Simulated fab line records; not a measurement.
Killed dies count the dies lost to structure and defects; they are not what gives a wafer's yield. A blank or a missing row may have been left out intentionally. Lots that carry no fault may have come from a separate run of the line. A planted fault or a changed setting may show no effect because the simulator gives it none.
Which of the tools did it? ; flow gf180mcu ; 42 wafers from 14 lots sampled at 4 of the route's 602 steps

## WHAT EACH GAUGE READ, for each wafer
GF_V1_THK_MEAS_03. Usual: V1_CVD_02_THK gives 850 nm (standard deviation 10).
lot;measured;on;V1_CVD_02_THK (nm);flag
L535;day 17 07:05;film metro-01;840 836 847;
L536;day 17 18:36;film metro-02;838 852 867;
L537;day 18 02:34;film metro-01;837 831 856;
L538;day 18 13:25;film metro-03;842 836 849;
L539;day 19 02:29;film metro-03;851 873 869;
L540;day 19 06:14;film metro-02;828 854 842;
L545;day 21 09:32;film metro-02;854 854 852;
L544;day 21 10:25;film metro-02;840 842 876;
L546;day 21 20:47;film metro-02;857 847 848;
L547;day 22 00:25;film metro-01;839 852 869;
L548;day 22 07:04;film metro-01;855 857 863;
L549;day 22 22:46;film metro-01;845 836 860;
L550;day 23 05:16;film metro-01;832 840 849;
L553;day 24 02:05;film metro-03;868 847 862;

GF_V1_CD_MEAS_14 targets a cd of 260 nm. Usual: 259.7 nm for cd nm, sd 1.2.
lot;measured;on;cd nm (nm);flag
L535;day 18 07:02;cd sem-02;259.6 258.4 258.1;
L536;day 18 18:49;cd sem-02;259.2 261.3 260.1;
L537;day 19 03:01;cd sem-02;259.7 258.7 258.6;
L538;day 19 14:13;cd sem-01;258.1 258.0 260.1;
L539;day 20 03:08;cd sem-02;260.5 260.2 259.4;
L540;day 20 07:06;cd sem-01;258.2 258.6 260.1;
L545;day 22 09:46;cd sem-01;261.1 259.2 260.5;
L544;day 22 10:43;cd sem-01;258.5 259.6 259.4;
L546;day 22 20:54;cd sem-02;260.4 259.8 259.3;
L547;day 23 00:33;cd sem-02;260.5 259.3 258.3;
L548;day 23 06:46;cd sem-01;260.4 261.3 261.2;
L549;day 23 21:29;cd sem-02;258.2 258.9 259.7;
L550;day 24 04:13;cd sem-01;259.5 258.7 259.6;
L553;day 25 00:29;cd sem-01;262.7 262.2 262.5;

GF_M2_OVL_MEAS_15. Usual: M2_OVL gives 0 nm (standard deviation 5.7).
lot;measured;on;M2_OVL (nm);flag
L535;day 19 09:20;overlay-02;6 -12 -7;
L536;day 19 21:35;overlay-02;-1 -3 0;
L537;day 20 04:49;overlay-01;7 5 9;
L538;day 20 16:31;overlay-02;-1 15 0;
L539;day 21 04:41;overlay-02;1 1 -2;
L540;day 21 09:11;overlay-02;3 3 9;
L545;day 23 10:20;overlay-01;-3 -3 -8;
L544;day 23 11:58;overlay-01;-6 1 -1;
L546;day 23 20:53;overlay-02;2 7 5;
L547;day 24 00:59;overlay-02;7 -3 4;
L550;day 25 03:07;overlay-02;7 11 9;
L553;day 25 23:11;overlay-02;4 0 -3;

## EACH LOT AND THE TOOL THAT RAN IT (in order: tool; ch and the chambers of the sampled wafers; start)
lot;GF_V1_CMP_26
L535;cmp-01 ch 0,1,3, day 18 08:13
L536;cmp-02 ch 1,2,3, day 18 20:02
L537;cmp-02 ch 0,1,2, day 19 04:29
L538;cmp-02 ch 0,2,3, day 19 15:49
L539;cmp-01 ch 0,1,3, day 20 04:19
L540;cmp-01 ch 0,1,3, day 20 08:20
L545;cmp-01 ch 1,2, day 22 10:58
L544;cmp-01 ch 1,2, day 22 11:58
L546;cmp-01 ch 0,3, day 22 22:08
L547;cmp-02 ch 0,2,3, day 23 01:49
L548;cmp-01 ch 0,1,2, day 23 08:00
L549;cmp-02 ch 0,1,3, day 23 22:43
L550;cmp-02 ch 0,2, day 24 05:28
L553;cmp-01 ch 0,1,2, day 25 01:50
- GF_V1_CMP_26: polishes, stops on SiO2, t overpolish 15 s, target thk 0 nm.

## AS READ BY THE TOOLS THEMSELVES (means over the sampled wafers that have a number; for cases with no such wafer, the mark the record gives instead)
GF_V1_CMP_26. Usual: edge zone pressure frac 1.000, standard deviation 0.0049; head pressure psi 3.500 psi, standard deviation 0.0079; motor current A 11.3 A, standard deviation 1.1; overpolish run s 15.000 s, standard deviation 0.0089; slurry filter dp kPa 13.50 kPa, standard deviation 0.13; time to endpoint s 84.8 s, standard deviation 2.9.
lot;tool;edge zone pressure frac;head pressure psi (psi);motor current A (A);overpolish run s (s);slurry filter dp kPa (kPa);time to endpoint s (s);flag
L535;cmp-01;1.004;3.503;11.7;14.997;13.58;82.9;
L536;cmp-02;1.001;3.497;11.0;14.993;13.47;84.6;
L537;cmp-02;1.002;3.501;10.8;14.993;13.64;85.2;
L538;cmp-02;0.993;3.496;10.7;15.009;13.59;85.1;
L539;cmp-01;1.002;3.500;11.5;15.001;13.45;82.6;
L540;cmp-01;1.001;3.498;11.3;15.000;13.59;84.2;
L545;cmp-01;0.997;3.500;10.4;15.002;13.36;83.8;
L544;cmp-01;0.997;3.494;10.3;15.002;13.47;82.5;
L546;cmp-01;0.999;3.496;12.6;14.994;13.48;88.1;
L547;cmp-02;0.997;3.492;10.3;15.006;13.57;91.6;
L548;cmp-01;-;-;-;-;-;-;OFF
L549;cmp-02;-;-;-;-;-;-;OFF
L550;cmp-02;1.004;3.495;10.8;14.997;13.44;88.8;
L553;cmp-01;1.001;3.508;11.2;14.994;13.41;84.7;

## THE ANSWER, worked out from the rows above alone
Rule: a lot is off if the mean of its wafers that have a number lies more than 3 standard deviations from the usual mean. Also off: a lot with no number at a reading for which 4 or more lots have one. All remaining lots with rows at the step are treated as sound. Order of review: gauges by route order, followed by the tools' own readings, for which a lot's mean as printed above is used. The first step at which some lot is off is used, and at that step the reading that is off furthest; a lot without a number counts as furthest.
Off at GF_V1_CMP_26 (edge zone pressure frac): L548, L549. Without a number there: L548, L549.
If a tool, at that step or one of the process steps before it, ran each lot that is off and ran no sound lot following the first of them, it fits. None of those tried fits.

## WHAT THE SIMULATOR HAD PUT IN
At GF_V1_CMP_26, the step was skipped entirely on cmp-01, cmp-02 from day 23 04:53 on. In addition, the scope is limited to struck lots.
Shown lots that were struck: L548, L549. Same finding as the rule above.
